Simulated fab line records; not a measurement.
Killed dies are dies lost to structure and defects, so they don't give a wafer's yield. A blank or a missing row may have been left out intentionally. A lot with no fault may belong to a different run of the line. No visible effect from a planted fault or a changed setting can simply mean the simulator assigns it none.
Which tool did it?	flow sky130	Sampling: 10 lots, 30 wafers, 7 of 708 route steps

WHAT THE GAUGES READ, wafer by wafer
SKY_LOCAL_INTERCONNECT_RS_MEAS_01: the measuring method here is four-point-probe.
lot	measured	on	LOCAL_INTERCONNECT_TIN_RS (ohm/sq)
L437	day 29 18:14	film metro-04	14.15 14.40 14.25
L439	day 30 06:16	film metro-02	14.19 14.03 14.19
L442	day 31 11:02	film metro-04	14.16 14.15 14.08
L443	day 31 16:07	film metro-03	14.28 14.46 14.39
L444	day 32 05:21	film metro-03	14.05 14.20 14.04
L450	day 33 21:45	film metro-03	14.29 14.23 14.31
L452	day 34 14:02	film metro-02	14.37 16.42 14.48
L453	day 34 22:07	film metro-02	14.21 14.25 14.25
L455	day 35 08:09	film metro-02	13.86 13.90 13.90
L459	day 36 13:34	film metro-03	14.03 13.94 13.98

SKY_LOCAL_INTERCONNECT_THK_MEAS_02: measures by xrf.
lot	measured	on	LOCAL_INTERCONNECT_TIN_THK (nm)
L437	day 29 18:21	film metro-04	98.5 97.0 97.4
L439	day 30 06:23	film metro-02	99.1 99.9 98.9
L442	day 31 11:09	film metro-04	98.4 97.9 98.7
L443	day 31 16:13	film metro-03	98.3 96.8 97.7
L444	day 32 05:27	film metro-03	99.7 98.4 99.6
L450	day 33 21:52	film metro-03	98.1 98.6 97.2
L452	day 34 14:09	film metro-02	97.8 86.2 97.4
L453	day 34 22:14	film metro-02	98.7 98.7 98.7
L455	day 35 08:16	film metro-02	101.2 100.3 100.8
L459	day 36 13:41	film metro-03	99.0 99.8 98.5

SKY_LOCAL_INTERCONNECT_CD_MEAS_11: target cd 170 nm.
lot	measured	on	cd nm (nm)
L437	day 30 22:16	cd sem-02	169.6 168.5 169.5
L439	day 31 09:52	cd sem-01	172.3 171.1 172.1
L442	day 32 14:07	cd sem-01	170.3 168.8 171.1
L443	day 32 19:12	cd sem-01	170.3 169.7 169.4
L444	day 33 07:35	cd sem-01	170.2 170.2 169.9
L450	day 35 00:22	cd sem-01	172.5 170.8 171.2
L452	day 35 17:20	cd sem-01	169.7 170.2 171.4
L453	day 36 00:13	cd sem-02	170.9 171.7 172.7
L455	day 36 10:50	cd sem-01	170.1 168.8 168.9
L459	day 37 15:42	cd sem-02	169.5 170.7 170.7

SKY_CONTACT_BOW_MEAS_05.
lot	measured	on	CONTACT_BOW (um)
L437	day 30 23:40	film metro-02	82 82 78
L439	day 31 11:16	film metro-02	76 78 80
L442	day 32 15:34	film metro-02	79 90 74
L443	day 32 20:41	film metro-02	75 71 87
L444	day 33 08:59	film metro-01	87 90 98
L450	day 35 01:46	film metro-01	93 81 85
L452	day 35 18:51	film metro-01	74 85 89
L453	day 36 01:58	film metro-02	88 86 86
L455	day 36 12:19	film metro-04	80 78 87
L459	day 37 17:14	film metro-04	78 81 92

WHICH TOOL RAN EACH LOT (tool, then ch and the chambers of the sampled wafers, then the start)
lot	SKY_POLY_CUT_ETCH_10	SKY_LOCAL_INTERCONNECT_SPUTTER_00	SKY_LOCAL_INTERCONNECT_METAL_ETCH_14
L437	rie diel-03 ch 2,3, day 24 19:39	pvd sputter-01, day 29 18:10	rie metal-02 ch 0,1, day 30 22:29
L439	rie diel-01 ch 0,1, day 25 08:21	pvd sputter-01, day 30 06:12	rie metal-03 ch 1, day 31 10:05
L442	rie diel-04 ch 0,2, day 26 15:55	pvd sputter-03, day 31 10:58	rie metal-02 ch 0,1, day 32 14:22
L443	rie diel-04 ch 0,1,2, day 26 20:45	pvd sputter-02, day 31 16:01	rie metal-01 ch 0,1, day 32 19:24
L444	rie diel-01 ch 0,2, day 27 08:31	pvd sputter-03, day 32 05:15	rie metal-03 ch 0,1, day 33 07:47
L450	rie diel-01 ch 0,2,3, day 29 04:48	pvd sputter-03, day 33 21:41	rie metal-02 ch 0,1, day 35 00:35
L452	rie diel-01 ch 0,1,2, day 29 21:40	pvd sputter-03, day 34 13:58	rie metal-03 ch 0, day 35 17:37
L453	rie diel-03 ch 0,3, day 30 06:15	pvd sputter-01, day 34 22:04	rie metal-01 ch 0,1, day 36 00:26
L455	rie diel-03 ch 0,3, day 30 15:46	pvd sputter-02, day 35 08:04	rie metal-01 ch 0,1, day 36 11:02
L459	rie diel-04 ch 1,3, day 31 23:41	pvd sputter-02, day 36 13:30	rie metal-02 ch 0, day 37 15:59
- SKY_POLY_CUT_ETCH_10: etches BARC in N2/H2, stops on SiO2, time 45.9 s, target depth 60 nm.
- SKY_LOCAL_INTERCONNECT_SPUTTER_00: material TiN, target thk 100 nm, time 83.3 s.
- SKY_LOCAL_INTERCONNECT_METAL_ETCH_14: etches TiN in Cl2/BCl3, stops on PSG, target depth 110 nm, time 31.4 s.

WHAT THE TOOLS THEMSELVES READ (means of the sampled wafers that have a number; where no wafer has one, the mark that the record gives instead)
SKY_POLY_CUT_ETCH_10.
lot	tool	chamber pressure mTorr (mTorr)	drypump motor current A (A)	h2 flow sccm (sccm)	n2 flow sccm (sccm)	oes product au (a.u.)	rf fwd power W (W)	throttle valve pct (%)
L437	rie diel-03	29.998	5.9	199.7	100.1	0.854	492.1	13.224
L439	rie diel-01	29.988	5.6	199.9	100.2	0.855	497.8	13.220
L442	rie diel-04	30.021	6.1	200.0	99.7	0.860	495.6	13.235
L443	rie diel-04	29.967	6.2	199.6	100.1	0.860	496.6	13.221
L444	rie diel-01	29.982	6.2	199.7	100.0	0.860	495.1	13.224
L450	rie diel-01	29.980	6.3	199.4	99.9	0.860	492.9	13.230
L452	rie diel-01	30.015	6.0	200.1	99.9	0.856	494.6	13.232
L453	rie diel-03	29.992	5.5	199.7	100.1	0.856	492.0	13.229
L455	rie diel-03	29.998	5.5	200.6	100.0	0.854	493.0	13.231
L459	rie diel-04	30.000	6.6	200.3	100.3	0.858	494.9	13.224

SKY_LOCAL_INTERCONNECT_SPUTTER_00.
lot	tool	cathode dc power W (W)	throttle valve pct (%)
L437	pvd sputter-01	6500.0	30.0
L439	pvd sputter-01	6500.8	29.9
L442	pvd sputter-03	6499.1	30.4
L443	pvd sputter-02	6500.2	30.1
L444	pvd sputter-03	6499.1	31.0
L450	pvd sputter-03	6500.0	29.7
L452	pvd sputter-03	6254.9	29.8
L453	pvd sputter-01	6499.5	29.6
L455	pvd sputter-02	6499.9	29.8
L459	pvd sputter-02	6500.5	30.9

SKY_LOCAL_INTERCONNECT_METAL_ETCH_14.
lot	tool	chamber pressure mTorr (mTorr)	drypump motor current A (A)	oes product au (a.u.)	rf fwd power W (W)	throttle valve pct (%)
L437	rie metal-02	9.987	5.3	0.941	892	21.907
L439	rie metal-03	10.005	5.3	0.940	892	21.900
L442	rie metal-02	9.999	5.3	0.939	891	21.901
L443	rie metal-01	10.010	6.0	0.934	894	21.906
L444	rie metal-03	9.997	5.5	0.944	892	21.905
L450	rie metal-02	10.002	5.2	0.935	890	21.900
L452	rie metal-03	10.008	5.7	0.913	889	21.926
L453	rie metal-01	9.996	6.0	0.938	891	21.901
L455	rie metal-01	10.002	6.0	0.954	894	21.892
L459	rie metal-02	10.001	5.1	0.948	887	21.898

THE ANSWER, worked out from the rows above alone
Rule: what is usual is taken from the lots themselves. The widest of any qualifying gaps counts: lots, ordered by their means at a reading, are off when they make up no more than a third of the lots, leave a main group of 4 or more, and stand apart from it by 3 or more times the standard deviation of that group's means. If all means in a main group match to the digits the tables above print for the reading, that group is not used. A lot without any number at a reading at which 4 lots or more have one is off too. Any other lot the step has rows for is counted as sound. First the gauges in route order, then the tools' own readings, where a lot's mean is used as printed above. The first step at which some lot is off is used, and at that step the reading that is off furthest; a lot without a number counts as furthest.
Off: L452, seen at SKY_LOCAL_INTERCONNECT_RS_MEAS_01 (LOCAL_INTERCONNECT_TIN_RS). For the main group the mean is 14.15 ohm/sq and the standard deviation 0.14.
A tool fits if, at a process step before that reading, it ran every lot that is off, and no sound lot after the first of them. The gauges at SKY_LOCAL_INTERCONNECT_RS_MEAS_01 aren't tried: what is off there is off at SKY_LOCAL_INTERCONNECT_SPUTTER_00 too, on other tools, and a gauge's error can't cause that. This does not decide it: 2 tools fit, namely rie diel-01 at SKY_POLY_CUT_ETCH_10 and pvd sputter-03 at SKY_LOCAL_INTERCONNECT_SPUTTER_00.

WHAT HAD BEEN PUT IN BY THE SIMULATOR
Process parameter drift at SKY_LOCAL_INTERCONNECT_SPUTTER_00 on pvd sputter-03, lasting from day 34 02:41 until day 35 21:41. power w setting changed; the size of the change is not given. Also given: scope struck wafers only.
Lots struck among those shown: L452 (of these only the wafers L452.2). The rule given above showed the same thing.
